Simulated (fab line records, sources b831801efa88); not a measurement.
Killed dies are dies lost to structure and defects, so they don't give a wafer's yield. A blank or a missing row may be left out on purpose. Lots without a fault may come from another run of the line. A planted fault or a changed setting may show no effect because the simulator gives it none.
A struck lot beside a sound one | flow sky130 | 17 steps out of a route of 708
Sound: wafers L227.3, L227.5, L227.6. Struck: wafers L237.1, L237.4, L237.5. The cause comes at the end.
At each step with rows: each side's tool, then ch and its chambers, then its first start. Under that, the readings that differ: sound wafers | struck wafers | difference of the means | sigmas: that difference in standard deviations of wafers without a fault.
alike: readings whose means differ by less than 2 such deviations, and words and numbers that are the same on both sides. not compared: withheld readings, readings that some wafer has no value for, bounds like >300 that may hide the same value, and numbers for which the record gives no deviation and whose values overlap.
The two part at a step that has a row with sigmas, a row that says differs or no value, or rows on one side only. Numbers that don't overlap but have no deviation are shown without sigmas and don't part them. A reading that every wafer of one side lacks parts them only if that side has two wafers or more.

first, 3 steps without rows for these wafers: SKY_METAL4_CLEAN_21 (cleans in IPA, time 180 s); SKY_METAL4_CLEAN_22 (cleans in O3/DIW); SKY_VIA4_HDPCVD_00 (deposits SiO2, target thk 1750 nm, time 291.7 s).
SKY_VIA4_THK_MEAS_01:
  sound on film_metro-01, day 42 06:34; struck on film_metro-02, day 44 21:05
  alike: VIA4_HDPCVD_THK
SKY_VIA4_CMP_02: polishes SiO2.
  sound on cmp-01 ch 0,3, day 42 06:37; struck on cmp-01 ch 0,2, day 44 21:08
  alike: motor_current_A
SKY_VIA4_BOW_MEAS_03:
  sound on film_metro-01, day 42 06:58; struck on film_metro-02, day 44 21:26
  alike: VIA4_BOW
then, 6 steps without rows for these wafers: SKY_VIA4_DEHYDRATE_04 (time 60 s); SKY_VIA4_HMDS_05 (prime time 60 s); SKY_VIA4_COAT_06 (resist thk 1140 nm); SKY_VIA4_SOFTBAKE_07 (time 60 s); SKY_VIA4_EXPOSE_08 (exposes mask VIM4, target cd 800 nm); SKY_VIA4_PEB_09.
SKY_VIA4_DEVELOP_10: develop time 60 s.
  sound on litho_track-01 ch 0, day 43 05:16; struck on litho_track-01 ch 0, day 45 18:37
  reading              | sound             | struck            | difference | sigmas
  developer_temp_C (C) | 23.21 23.05 23.15 | 25.37 25.21 25.40 | +2.19      | +20
SKY_VIA4_OVL_MEAS_11:
  sound on overlay-01, day 43 05:22; struck on overlay-01, day 45 18:46
  alike: VIA4_OVL
SKY_VIA4_ETCH_12: etches SiO2 in C4F8/O2/Ar, stops on TiN, target depth 580 nm.
  sound on rie_diel-04 ch 0,3, day 43 05:24; struck on rie_diel-04 ch 1,3, day 45 18:48
  reading               | sound         | struck          | difference | sigmas
  model.VIA4.cd_nm (nm) | 801 799.2 800 | 787.5 790.9 792 | -9.9       |
  alike: oes_product_au
SKY_VIA4_STRIP_13: strips in O2/N2.
  sound on plasma_asher-03 ch 0,1, day 43 05:30; struck on plasma_asher-04 ch 0,1, day 45 18:52
  alike: drypump_motor_current_A, oes_product_au, strip_time_to_endpoint_s
  not compared: rf_hours_counter_h
-- the record jumps here: 3 days lie between the struck wafers' starts before and after (it left off in module VIA4 and takes up again in module PAD_OPEN, whose first step shown is number 708 of the route) --
SKY_PAD_OPEN_PROBE_99:
  sound on prober-02, day 46 01:39; struck on prober-02, day 48 11:26
  reading            | sound    | struck   | difference | sigmas
  killed_at_contacts | 33 29 35 | 19 13 19 | -15        | -3
  alike: defect_limited_yield, killed_at_M0_to_M3, killed_at_M4_up, killed_at_front_end, killed_at_other, killed_dies, killed_open, killed_short, sort_bin_3_pad_short, sort_bin_5_function, sort_bin_6_memory, sort_n_pass, sort_yield_pct

WHERE THEY PART
First at SKY_VIA4_DEVELOP_10; last, within this record, at SKY_PAD_OPEN_PROBE_99.

WHY: what the simulator had put in
Process parameter drift: litho_track-01, from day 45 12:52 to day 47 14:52, at SKY_VIA4_DEVELOP_10. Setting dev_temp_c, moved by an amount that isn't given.
